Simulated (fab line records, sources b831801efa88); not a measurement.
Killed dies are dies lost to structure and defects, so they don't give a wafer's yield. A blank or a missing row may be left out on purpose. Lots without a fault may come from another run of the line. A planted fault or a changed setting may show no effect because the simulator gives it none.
Chamber matching | flow gf180mcu | GF_V1_CVD_02 on pecvd-03: 3 sister chambers
The step deposits SiO2 from TEOS, target thk 850 nm, time 94.851 s. 6 wafers are shown with their chamber, then 8 later ones without.

WAFERS WITH THEIR CHAMBER
wafer  | chamber | heater_power_w (W) | heater_power_outer_w (W)
L083.5 | 1       | 674                | 396
L088.2 | 1       | 603                | 340
L088.3 | 0       | 734                | 395
L090.1 | 0       | 773                | 421
L090.5 | 2       | 714                | 411
L091.3 | 2       | 721                | 405

WAFERS WITHOUT THEIR CHAMBER
wafer  | heater_power_w (W) | heater_power_outer_w (W)
L091.4 | 657                | 383
L091.5 | 582                | 300
L092.1 | 653                | 375
L092.3 | 634                | 335
L092.6 | 680                | 396
L095.1 | 656                | 398
L095.3 | 654                | 348
L095.5 | 546                | 287

WHICH CHAMBER EACH WENT THROUGH
wafer  | from the rows above          | in truth
L091.4 | can't be placed: 1 or 2      | 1
L091.5 | 1                            | 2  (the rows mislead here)
L092.1 | can't be placed: 1 or 2      | 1
L092.3 | 1                            | 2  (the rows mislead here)
L092.6 | can't be placed: 2 or 1 or 0 | 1
L095.1 | can't be placed: 1 or 2 or 0 | 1
L095.3 | 1                            | 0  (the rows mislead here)
L095.5 | 1                            | 1
Placed correctly: 1 of 8. Can't be placed from these rows: 4 (the true chamber is among the candidates in 4). Placed wrongly: 3.
How it was worked out, from the rows above alone: a wafer's distance from a chamber is the root of the sum, over the readings, of the square of ((its reading less the chamber's mean) divided by the reading's scatter). The wafer belongs to the nearest chamber; if the next one is less than 2 further off, it can't be placed. A chamber's mean is the mean of its shown wafers. The scatter: the root of (the sum of the squares of (reading less its chamber's mean) over the shown wafers, divided by (wafers less chambers)).
